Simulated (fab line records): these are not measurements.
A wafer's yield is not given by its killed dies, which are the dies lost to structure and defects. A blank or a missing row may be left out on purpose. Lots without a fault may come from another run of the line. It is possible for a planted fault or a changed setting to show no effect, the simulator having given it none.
The same fault as seen by 2 desks :: flow sky130 :: only its own numbers are on each desk; what lay behind them is given at the end

## TOOL OWNER'S DESK, rtp_anneal-02
At SKY_SD_N_RTA_14 (time 2 s), the tool's own readings, given per lot that ran on this tool as the mean of the sampled wafers with a number. A lot is out of limits, marked OUT, if its mean lies more than 4 standard deviations from the usual mean; the brackets give that distance.
Columns: A = chamber_o2_ppm at SKY_SD_N_RTA_14, usual 2.001; B = lamp_power_pct at SKY_SD_N_RTA_14, usual 15.74 %; C = ramp_down_c_per_s at SKY_SD_N_RTA_14, usual 90.002; D = wafer_temp_C_max at SKY_SD_N_RTA_14, usual 1077.8
lot: L407
first seen here: day 29 19:50
A: 2.003
B: 15.79
C: 90.012
D: 1077.2

lot: L409
first seen here: day 30 07:59
A: 2.000
B: 15.74
C: 90.010
D: 1078.0

lot: L411
first seen here: day 31 05:43
A: 2.015
B: 15.77
C: 90.011
D: 1078.0

lot: L421
first seen here: day 34 00:52
A: 1.996
B: 14.76 (-17) OUT
C: 90.003
D: 1077.0

lot: L420
first seen here: day 34 05:02
A: 1.993
B: 14.70 (-19) OUT
C: 89.987
D: 1078.6
This desk finds L420, L421 out of limits, L421 being first, at day 34 00:52 (lamp_power_pct at SKY_SD_N_RTA_14). In limits: L407, L409, L411.

## FROM THE METROLOGY DESK
What the gauges read, lot by lot, whatever tool the lot ran on: means of the sampled wafers that have a number. A lot is out of limits, marked OUT, if its mean lies more than 4 standard deviations from the usual mean; the brackets give that distance.
Columns: A = SD_P_OVL at SKY_SD_P_OVL_MEAS_08, usual 1.1 nm; B = SD_N_RS at SKY_SD_N_RS_MEAS_16, usual 68.60 ohm/sq; C = SD_P_RS at SKY_SD_N_RS_MEAS_17, usual 147.1 ohm/sq
lot: L403
first seen here: day 26 08:03
A: 1.3
B: 68.72
C: 147.2

lot: L407
first seen here: day 27 09:58
A: -0.2
B: 68.57
C: 146.9

lot: L408
first seen here: day 27 21:36
A: -0.8
B: 68.58
C: 147.3

lot: L409
first seen here: day 27 22:29
A: 0.8
B: 68.66
C: 147.5

lot: L410
first seen here: day 28 05:04
A: 0.6
B: 68.53
C: 147.0

lot: L411
first seen here: day 28 20:14
A: 1.8
B: 68.47
C: 146.7

lot: L421
first seen here: day 31 20:03
A: 2.6
B: 72.95 (+40) OUT
C: 173.3 (+65) OUT

lot: L419
first seen here: day 31 21:14
A: 2.5
B: 68.73
C: 148.0

lot: L420
first seen here: day 31 22:21
A: 0.2
B: 72.93 (+39) OUT
C: 173.2 (+65) OUT

lot: L422
first seen here: day 32 03:27
A: 0.4
B: 68.48
C: 146.7

lot: L424
first seen here: day 32 12:58
A: 0.8
B: 68.72
C: 147.6
This desk's result: L420, L421 out of limits, first on L421 (SD_N_RS at SKY_SD_N_RS_MEAS_16), day 34 01:03. In limits: L403, L407, L408, L409, L410, L411, L419, L422, L424.

## TAKEN TOGETHER
On L420, L421, at day 34 00:52, an alarm was possible from the tool owner's desk.
An alarm was possible from the metrology desk at day 34 01:03, on L420, L421.
The lots listed all ran SKY_SD_N_RTA_14 on rtp_anneal-02.

## WHAT WAS PUT IN BY THE SIMULATOR
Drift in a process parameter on rtp_anneal-02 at SKY_SD_N_RTA_14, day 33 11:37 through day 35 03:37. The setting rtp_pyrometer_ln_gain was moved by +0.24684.
Lots struck among those shown: L420, L421.
Delay (hours) between the fault's onset and each desk's first out-of-limits reading: 13 at the tool owner's desk, 13 at the metrology desk.
